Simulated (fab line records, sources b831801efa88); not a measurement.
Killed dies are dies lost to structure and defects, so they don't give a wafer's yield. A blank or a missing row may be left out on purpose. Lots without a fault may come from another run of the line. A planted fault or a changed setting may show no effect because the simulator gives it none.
Which tool did it? | flow sky130 | 10 lots, 30 wafers sampled, at 4 steps of a route of 708

WHAT THE GAUGES READ, wafer by wafer
SKY_CAPM_THK_MEAS_01.
lot  | measured     | on            | CAPM_CVD_00_THK (nm)
L688 | day 36 15:15 | film_metro-04 | 15.48 15.50 15.82
L690 | day 37 02:28 | film_metro-03 | 15.59 15.37 15.62
L692 | day 39 00:34 | film_metro-03 | 15.46 15.38 15.77
L696 | day 39 12:52 | film_metro-03 | 15.17 15.59 15.70
L694 | day 39 16:17 | film_metro-02 | 15.39 15.52 15.43
L697 | day 39 17:28 | film_metro-03 | 15.43 15.33 15.84
L706 | day 42 09:58 | film_metro-03 | 14.49 14.72 14.56 14.49 14.71 14.56
L708 | day 42 13:44 | film_metro-04 | 14.68 14.59 14.74 14.59 14.53 14.76
L709 | day 42 20:52 | film_metro-04 | 15.19 15.83 15.77
L710 | day 42 23:15 | film_metro-02 | 15.35 15.67 16.07

WHICH TOOL RAN EACH LOT (tool, then ch and the chambers of the sampled wafers, then the start)
lot  | SKY_VIA1_STRIP_16                    | SKY_METAL3_SPUTTER_02        | SKY_CAPM_CVD_00
L688 | plasma_asher-02 ch 0,1, day 34 06:34 | pvd_sputter-03, day 36 15:07 | pecvd-01 ch 1,2, day 36 15:13
L690 | plasma_asher-02 ch 0,1, day 34 17:07 | pvd_sputter-02, day 37 02:20 | pecvd-02 ch 0,2, day 37 02:26
L692 | plasma_asher-02 ch 0,1, day 36 16:22 | pvd_sputter-02, day 39 00:26 | pecvd-02 ch 1,2, day 39 00:33
L696 | plasma_asher-01 ch 0,1, day 37 05:22 | pvd_sputter-04, day 39 12:45 | pecvd-02 ch 0,2, day 39 12:51
L694 | plasma_asher-01 ch 0,1, day 37 08:44 | pvd_sputter-04, day 39 16:09 | pecvd-01 ch 0,2, day 39 16:16
L697 | plasma_asher-04 ch 0,1, day 37 09:23 | pvd_sputter-03, day 39 17:20 | pecvd-04 ch 0,1, day 39 17:26
L706 | plasma_asher-04 ch 0,1, day 40 00:30 | pvd_sputter-02, day 42 09:48 | pecvd-01 ch 1,2, day 42 09:55
L708 | plasma_asher-01 ch 0,1, day 40 10:59 | pvd_sputter-03, day 42 13:35 | pecvd-01 ch 1,2, day 42 13:42
L709 | plasma_asher-01 ch 0, day 40 19:58   | pvd_sputter-04, day 42 20:42 | pecvd-04 ch 1,2, day 42 20:49
L710 | plasma_asher-02 ch 0,1, day 40 21:15 | pvd_sputter-02, day 42 23:06 | pecvd-02 ch 1,2, day 42 23:13
- SKY_VIA1_STRIP_16: strips in O2/N2.
- SKY_METAL3_SPUTTER_02: material AlCu, target thk 735 nm, time 39.1 s.
- SKY_CAPM_CVD_00: deposits SiO2, target thk 15.5 nm.

THE ANSWER, worked out from the rows above alone
Rule: what is usual is taken from the lots themselves. Put in order of their means at a reading, lots are off if they are a third of the lots or fewer, leave a main group of 4 or more, and stand apart from it by a gap of 3 or more times the standard deviation of the main group's means; of several such gaps the widest counts. A main group whose means are all the same, to the digits that the tables above print for the reading, isn't used. A lot without any number at a reading at which 4 lots or more have one is off too. The other lots that the step has rows for count as sound.
Off: L706, L708, at SKY_CAPM_THK_MEAS_01 (CAPM_CVD_00_THK). The main group: mean 15.55 nm, standard deviation 0.072.
A tool fits if, at a process step before that reading, it ran every lot that is off, and no sound lot after the first of them. The gauges at SKY_CAPM_THK_MEAS_01 are tried like those tools. One fits: pecvd-01 at SKY_CAPM_CVD_00. Its last sound lot is L694 (day 39 16:16), its first lot that is off L706 (day 42 09:55): a fault that began between those two fits.

WHAT THE SIMULATOR HAD PUT IN
Process parameter drift: pecvd-01, from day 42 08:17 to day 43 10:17, at SKY_CAPM_CVD_00. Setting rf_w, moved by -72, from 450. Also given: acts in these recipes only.
Lots struck among those shown: L706, L708. The rule above found the same.
